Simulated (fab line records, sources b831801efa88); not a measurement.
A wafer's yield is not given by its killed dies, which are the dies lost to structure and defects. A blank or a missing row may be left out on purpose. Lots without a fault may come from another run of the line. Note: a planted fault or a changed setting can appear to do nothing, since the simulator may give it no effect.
Matching of chambers || flow sky130 || SKY_SPACER_ETCHBACK_02 on rie_diel-01: 4 sister chambers
The step etches Si3N4 in CH3F/O2, stops on SiO2, time 46.7 s, target depth 45 nm. 8 wafers are shown with their chamber, then 9 later ones without.

EACH WAFER AND ITS CHAMBER
{"wafer": "L077.3", "chamber": 0, "drypump_motor_current_A (A)": 5.0, "oes_product_au (a.u.)": 0.856}
{"wafer": "L081.4", "chamber": 2, "drypump_motor_current_A (A)": 5.5, "oes_product_au (a.u.)": 0.855}
{"wafer": "L081.5", "chamber": 1, "drypump_motor_current_A (A)": 5.9, "oes_product_au (a.u.)": 0.849}
{"wafer": "L083.4", "chamber": 3, "drypump_motor_current_A (A)": 6.6, "oes_product_au (a.u.)": 0.855}
{"wafer": "L083.6", "chamber": 0, "drypump_motor_current_A (A)": 4.9, "oes_product_au (a.u.)": 0.851}
{"wafer": "L088.2", "chamber": 2, "drypump_motor_current_A (A)": 5.5, "oes_product_au (a.u.)": 0.852}
{"wafer": "L088.4", "chamber": 3, "drypump_motor_current_A (A)": 6.5, "oes_product_au (a.u.)": 0.859}
{"wafer": "L088.6", "chamber": 1, "drypump_motor_current_A (A)": 5.9, "oes_product_au (a.u.)": 0.846}

WAFERS WITHOUT THEIR CHAMBER
{"wafer": "L093.1", "drypump_motor_current_A (A)": 5.9, "oes_product_au (a.u.)": 0.854}
{"wafer": "L093.3", "drypump_motor_current_A (A)": 5.5, "oes_product_au (a.u.)": 0.852}
{"wafer": "L093.6", "drypump_motor_current_A (A)": 6.6, "oes_product_au (a.u.)": 0.858}
{"wafer": "L094.2", "drypump_motor_current_A (A)": 5.5, "oes_product_au (a.u.)": 0.858}
{"wafer": "L094.4", "drypump_motor_current_A (A)": 6.6, "oes_product_au (a.u.)": 0.866}
{"wafer": "L094.6", "drypump_motor_current_A (A)": 6.0, "oes_product_au (a.u.)": 0.857}
{"wafer": "L095.1", "drypump_motor_current_A (A)": 5.9, "oes_product_au (a.u.)": 0.848}
{"wafer": "L095.3", "drypump_motor_current_A (A)": 5.5, "oes_product_au (a.u.)": 0.860}
{"wafer": "L095.6", "drypump_motor_current_A (A)": 4.9, "oes_product_au (a.u.)": 0.852}

CHAMBER TAKEN BY EACH
{"wafer": "L093.1", "from the rows above": 1, "in truth": 1}
{"wafer": "L093.3", "from the rows above": 2, "in truth": 2}
{"wafer": "L093.6", "from the rows above": 3, "in truth": 3}
{"wafer": "L094.2", "from the rows above": 2, "in truth": 2}
{"wafer": "L094.4", "from the rows above": 3, "in truth": 3}
{"wafer": "L094.6", "from the rows above": 1, "in truth": 1}
{"wafer": "L095.1", "from the rows above": 1, "in truth": 1}
{"wafer": "L095.3", "from the rows above": 2, "in truth": 2}
{"wafer": "L095.6", "from the rows above": 0, "in truth": 0}
Placed correctly: 9 of 9. Can't be placed from these rows: 0. 0 placed wrongly.
How it was worked out, from the rows above alone: a wafer's distance from a chamber is the root of the sum, over the readings, of the square of ((its reading less the chamber's mean) divided by the reading's scatter). The wafer belongs to the nearest chamber; if the next one is less than 2 further off, it can't be placed. A chamber's mean is the mean of its shown wafers. The scatter is the square root of a quotient: the sum, over the shown wafers, of each reading's squared deviation from its chamber's mean, divided by wafers minus chambers.
